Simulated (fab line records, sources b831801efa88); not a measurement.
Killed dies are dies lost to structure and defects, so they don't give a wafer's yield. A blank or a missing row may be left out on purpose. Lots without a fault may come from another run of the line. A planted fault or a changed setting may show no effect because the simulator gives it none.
One fault seen from 2 desks | flow gf180mcu | each desk has only its own numbers; what lay behind them comes last

THE TOOL OWNER'S DESK: implanter-04
The tool's own readings at GF_NWELL_IMPLANT_08: means of the sampled wafers that have a number, for each lot that ran on this tool. A lot is out of limits, marked OUT, if its mean lies more than 4 standard deviations from the usual mean; the brackets give that distance.
Columns: A = beam_on_s at GF_NWELL_IMPLANT_08, usual 9.98 s; B = dose_ions_cm2 at GF_NWELL_IMPLANT_08, usual 1.4998e+13; C = faraday_current_uA at GF_NWELL_IMPLANT_08, usual 84.8
lot  | first seen here | A                       | B                            | C
L554 | day 3 12:26     | 9.89                    | 1.4994e+13                   | 85.5
L557 | day 4 00:02     | 9.96                    | 1.4965e+13                   | 84.8
L563 | day 5 06:54     | 9.87                    | 1.5004e+13                   | 85.4
L564 | day 5 13:10     | 48.55 (+99 or more) OUT | 1.1301e+14 (+99 or more) OUT | 131.2 (+27) OUT
L565 | day 5 19:39     | 47.71 (+99 or more) OUT | 1.1302e+14 (+99 or more) OUT | 133.5 (+29) OUT
L576 | day 8 12:10     | 10.13                   | 1.5001e+13                   | 83.7
L577 | day 8 13:38     | 10.00                   | 1.5012e+13                   | 84.8
This desk's finding: out of limits on L564, L565; first on L564, day 5 13:10 (beam_on_s at GF_NWELL_IMPLANT_08). In limits: L554, L557, L563, L576, L577.

THE METROLOGY DESK
What the gauges read, lot by lot, whatever tool the lot ran on: means of the sampled wafers that have a number. A lot is out of limits, marked OUT, if its mean lies more than 4 standard deviations from the usual mean; the brackets give that distance.
Columns: A = STI_CVD_03_THK at GF_STI_THK_MEAS_04, usual 206.6 nm; B = STI_CVD_23_THK at GF_STI_THK_MEAS_24, usual 650 nm; C = NWELL_TW at GF_NWELL_TW_MEAS_11, usual 1576; D = MVSD_OVL at GF_MVSD_OVL_MEAS_07, usual 0.3 nm
lot  | first seen here | A     | B   | C              | D
L554 | day 1 13:34     | 206.7 | 654 | 1595           | 0.5
L555 | day 1 18:40     | 208.5 | 648 | 1602           | -2.2
L556 | day 2 00:24     | 207.4 | 653 | 1596           | 0.7
L557 | day 2 06:18     | 205.0 | 657 | 1552           | 1.1
L562 | day 3 05:34     | 208.1 | 649 | 1573           | -0.2
L563 | day 3 10:34     | 206.2 | 649 | 1582           | 0.7
L564 | day 3 15:34     | 205.8 | 645 | 2923 (+64) OUT | -
L565 | day 3 20:53     | 207.2 | 652 | 2878 (+62) OUT | -
L568 | day 4 12:28     | 205.6 | 651 | 1606           | -0.6
L569 | day 4 16:34     | 204.9 | 643 | 1553           | 1.9
L570 | day 4 21:34     | 206.7 | 643 | 1546           | -1.0
L572 | day 5 09:38     | 208.5 | 641 | 1552           | -2.0
L576 | day 6 06:22     | 205.1 | 658 | 1593           | 1.6
L577 | day 6 09:10     | 205.8 | 655 | 1569           | 1.4
This desk's finding: out of limits on L564, L565; first on L564, day 5 13:38 (NWELL_TW at GF_NWELL_TW_MEAS_11). In limits: L554, L555, L556, L557, L562, L563, L568, L569, L570, L572, L576, L577.

PUT TOGETHER
The tool owner's desk could have raised an alarm at day 5 13:10, on L564, L565.
The metrology desk could have raised an alarm at day 5 13:38, on L564, L565.
Of the lots named, all ran GF_NWELL_IMPLANT_08 on implanter-04.

WHAT THE SIMULATOR HAD PUT IN
Process parameter drift: implanter-04, from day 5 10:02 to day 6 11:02, at GF_NWELL_IMPLANT_08. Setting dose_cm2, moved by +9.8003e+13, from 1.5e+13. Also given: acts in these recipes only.
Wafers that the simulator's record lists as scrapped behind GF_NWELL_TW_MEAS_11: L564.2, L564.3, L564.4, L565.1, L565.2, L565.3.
Lots struck among those shown: L564, L565.
Hours from the fault's start to each desk's first reading out of limits: the tool owner's desk, 3; the metrology desk, 4.
